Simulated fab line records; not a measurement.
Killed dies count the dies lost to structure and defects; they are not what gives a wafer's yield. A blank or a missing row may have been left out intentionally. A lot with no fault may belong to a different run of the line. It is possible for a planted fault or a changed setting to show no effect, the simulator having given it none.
A single fault, viewed from 2 desks / flow gf180mcu / each desk has only its own numbers; what lay behind them comes last

## AT THE TOOL OWNER'S DESK: pvd-sputter-01
The tool's own readings at GF_CONTACT_SPUTTER_22 (material Ti, target thk 15 nm, time 80.02 s): means of the sampled wafers that have a number, for each lot that ran on this tool. Any lot whose mean is over 4 standard deviations away from the usual mean is out of limits and marked OUT; that distance is given in the brackets.
Columns: A = cathode-dc-power-W at GF_CONTACT_SPUTTER_22, usual 2500.0 W; B = throttle-valve-pct at GF_CONTACT_SPUTTER_22, usual 30.0 %
lot=L630; first seen here=day 19 01:43; A=2500.1; B=29.1
lot=L633; first seen here=day 20 06:37; A=2500.2; B=29.1
lot=L634; first seen here=day 20 23:43; A=2415.1 (-99 or more) OUT; B=28.2
lot=L636; first seen here=day 21 16:38; A=2457.5 (-99 or more) OUT; B=29.2
This desk's finding: out of limits on L634, L636; first on L634, day 20 23:43 (cathode-dc-power-W at GF_CONTACT_SPUTTER_22). In limits: L630, L633.

## AT THE METROLOGY DESK
What the gauges read for every lot (on any tool): the sampled wafers with a number, averaged. Any lot whose mean is over 4 standard deviations away from the usual mean is out of limits and marked OUT; that distance is given in the brackets.
Columns: A = cd-nm at GF_CONTACT_CD_MEAS_14, usual 220.4 nm; B = CONTACT_OVL at GF_CONTACT_OVL_MEAS_15, usual -3 nm
lot=L630; first seen here=day 19 01:07; A=220.8; B=-4
lot=L633; first seen here=day 20 06:00; A=220.1; B=-2
lot=L634; first seen here=day 20 23:05; A=222.1; B=-1
lot=L635; first seen here=day 21 07:10; A=220.1; B=-8
lot=L636; first seen here=day 21 16:00; A=221.3; B=-2
lot=L642; first seen here=day 23 07:58; A=219.9; B=-1
Result from this desk: across the 6 lots, nothing is out of limits.

## ALL TOGETHER
The tool owner's desk could have raised an alarm at day 20 23:43, on L634, L636.
Nothing out of limits was seen by the metrology desk.
The metrology desk holds a record of L634, L636, inside its limits.
All the named lots went through GF_CONTACT_SPUTTER_22 on pvd-sputter-01.

## WHAT HAD BEEN PUT IN BY THE SIMULATOR
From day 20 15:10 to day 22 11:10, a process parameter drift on pvd-sputter-01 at GF_CONTACT_SPUTTER_22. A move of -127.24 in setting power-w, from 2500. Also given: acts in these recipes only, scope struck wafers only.
Shown lots that were struck: L634, L636.
Hours from the fault's start to each desk's first reading out of limits: the tool owner's desk, 9.
